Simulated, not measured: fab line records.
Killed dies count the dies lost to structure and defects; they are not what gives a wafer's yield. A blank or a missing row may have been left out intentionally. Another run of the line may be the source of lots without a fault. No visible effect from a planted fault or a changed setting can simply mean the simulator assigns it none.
Split-lot trial ; flow gf180mcu ; 23 wafers read from 5 lots, route of 602 steps

## ON THE SPLIT
At GF_M2_SPUTTER_00 (material Ti, target thk 37.5 nm, time 150 s), the setting chamberPressurePa was moved away from the recipe's 2 Pa on 15 of the 23 wafers read, by -14.3% to -5.2%. The other wafers ran this setting at the recipe's value.

The split's own step is where the reading is taken.

## THE READING
Ti_of_M2_SPUTTER_00.thkNm (the simulator's own value, which no gauge read), in nm, at GF_M2_SPUTTER_00 (material Ti, target thk 37.5 nm, time 150 s). The file gives no usual value for it. Across the 8 wafers here that went through the recipe, the average is 37.75 nm and the standard deviation 0.44 nm.

wafer;tool, chamber at the split;chamberPressurePa as run, Pa;against the recipe;Ti_of_M2_SPUTTER_00.thkNm, nm;against lot-mates on the recipe
L074.1;pvdSputter-04, -;1.896;-5.2%;39.01;no lot-mate on the recipe
L074.2;pvdSputter-04, -;1.896;-5.2%;38.81;no lot-mate on the recipe
L074.3;pvdSputter-04, -;1.896;-5.2%;39.03;no lot-mate on the recipe
L074.4;pvdSputter-04, -;1.896;-5.2%;38.83;no lot-mate on the recipe
L074.5;pvdSputter-04, -;1.896;-5.2%;39.15;no lot-mate on the recipe
L078.1;pvdSputter-01, -;2;recipe;37.62;-
L078.3;pvdSputter-01, -;2;recipe;37.85;-
L078.4;pvdSputter-01, -;2;recipe;38.38;-
L078.5;pvdSputter-01, -;2;recipe;38.13;-
L078.6;pvdSputter-01, -;2;recipe;38.17;-
L082.1;pvdSputter-02, -;1.809;-9.6%;39.95;no lot-mate on the recipe
L082.3;pvdSputter-02, -;1.809;-9.6%;40.18;no lot-mate on the recipe
L082.4;pvdSputter-02, -;1.809;-9.6%;39.41;no lot-mate on the recipe
L082.5;pvdSputter-02, -;1.809;-9.6%;39.96;no lot-mate on the recipe
L082.6;pvdSputter-02, -;1.809;-9.6%;39.72;no lot-mate on the recipe
L084.1;pvdSputter-04, -;1.713;-14.3%;40.62;no lot-mate on the recipe
L084.3;pvdSputter-04, -;1.713;-14.3%;40.78;no lot-mate on the recipe
L084.4;pvdSputter-04, -;1.713;-14.3%;40.85;no lot-mate on the recipe
L084.5;pvdSputter-04, -;1.713;-14.3%;40.65;no lot-mate on the recipe
L084.6;pvdSputter-04, -;1.713;-14.3%;40.97;no lot-mate on the recipe
L085.3;pvdSputter-01, -;2;recipe;37.03;-
L085.5;pvdSputter-01, -;2;recipe;37.45;-
L085.6;pvdSputter-01, -;2;recipe;37.33;-

THE FIT
A straight line over all 23 wafers: Ti_of_M2_SPUTTER_00.thkNm changes by -0.212 nm for each +1% of chamberPressurePa; r = -0.97; the points scatter about the line by 0.32 nm.
Too few moved wafers have a lot-mate on the recipe to fit a line with each lot's own level taken away.

## THE FILE'S OWN FIT
Ti_of_M2_SPUTTER_00.thkNm changes by -0.212 nm for each +1% of chamberPressurePa, r = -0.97.
